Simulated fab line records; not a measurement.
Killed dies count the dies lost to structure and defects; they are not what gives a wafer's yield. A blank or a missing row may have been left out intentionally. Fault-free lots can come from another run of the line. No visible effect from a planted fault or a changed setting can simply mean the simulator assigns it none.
Split-lot study -- flow gf180mcu -- on a route of 602 steps: 5 lots, 23 wafers read

## THE SPLIT
At GF_MIM_SPUTTER_02 (material AlCu, target thk 450 nm, time 23.9 s), the setting chamber_pressure_pa was moved away from the recipe's 0.4 Pa on 20 of the 23 wafers read, by -14.3% to +13.5%. The other wafers ran this setting at the recipe's value.

The reading is taken at the split's own step.

## THE READING
AlCu_of_MIM_SPUTTER_02.thk_nm (the simulator's own value, which no gauge read), in nm, at GF_MIM_SPUTTER_02 (material AlCu, target thk 450 nm, time 23.9 s). The file gives no usual value for it. The 3 wafers here that ran the recipe average 449.3 nm, standard deviation 4.4 nm.

wafer,"tool, chamber at the split","chamber_pressure_pa as run, Pa",against the recipe,"AlCu_of_MIM_SPUTTER_02.thk_nm, nm",against lot-mates on the recipe
L074.1,"pvd_sputter-03, -",0.4,recipe,446.8,-
L074.4,"pvd_sputter-03, -",0.4,recipe,445.5,-
L074.6,"pvd_sputter-03, -",0.4,recipe,455.5,-
L078.1,"pvd_sputter-02, -",0.3427,-14.3%,474.7,no lot-mate on the recipe
L078.2,"pvd_sputter-02, -",0.3427,-14.3%,465.1,no lot-mate on the recipe
L078.3,"pvd_sputter-02, -",0.3427,-14.3%,466,no lot-mate on the recipe
L078.4,"pvd_sputter-02, -",0.3427,-14.3%,465.4,no lot-mate on the recipe
L078.6,"pvd_sputter-02, -",0.3427,-14.3%,472,no lot-mate on the recipe
L079.1,"pvd_sputter-02, -",0.4532,+13.3%,430.4,no lot-mate on the recipe
L079.2,"pvd_sputter-02, -",0.4532,+13.3%,428.1,no lot-mate on the recipe
L079.3,"pvd_sputter-02, -",0.4532,+13.3%,425.5,no lot-mate on the recipe
L079.5,"pvd_sputter-02, -",0.4532,+13.3%,425.2,no lot-mate on the recipe
L079.6,"pvd_sputter-02, -",0.4532,+13.3%,427.9,no lot-mate on the recipe
L082.1,"pvd_sputter-01, -",0.4542,+13.5%,427.9,no lot-mate on the recipe
L082.3,"pvd_sputter-01, -",0.4542,+13.5%,429.1,no lot-mate on the recipe
L082.4,"pvd_sputter-01, -",0.4542,+13.5%,429.1,no lot-mate on the recipe
L082.5,"pvd_sputter-01, -",0.4542,+13.5%,430.4,no lot-mate on the recipe
L082.6,"pvd_sputter-01, -",0.4542,+13.5%,430.5,no lot-mate on the recipe
L085.1,"pvd_sputter-02, -",0.3786,-5.4%,453.8,no lot-mate on the recipe
L085.2,"pvd_sputter-02, -",0.3786,-5.4%,451.9,no lot-mate on the recipe
L085.4,"pvd_sputter-02, -",0.3786,-5.4%,448.6,no lot-mate on the recipe
L085.5,"pvd_sputter-02, -",0.3786,-5.4%,455.5,no lot-mate on the recipe
L085.6,"pvd_sputter-02, -",0.3786,-5.4%,456.1,no lot-mate on the recipe

THE FIT
A straight line over all 23 wafers: AlCu_of_MIM_SPUTTER_02.thk_nm changes by -1.42 nm for each +1% of chamber_pressure_pa; r = -0.98; the points scatter about the line by 3.4 nm.
Too few moved wafers have a lot-mate on the recipe to fit a line with each lot's own level taken away.

## THE FILE'S OWN FIT
AlCu_of_MIM_SPUTTER_02.thk_nm changes by -1.42 nm for each +1% of chamber_pressure_pa, r = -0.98.
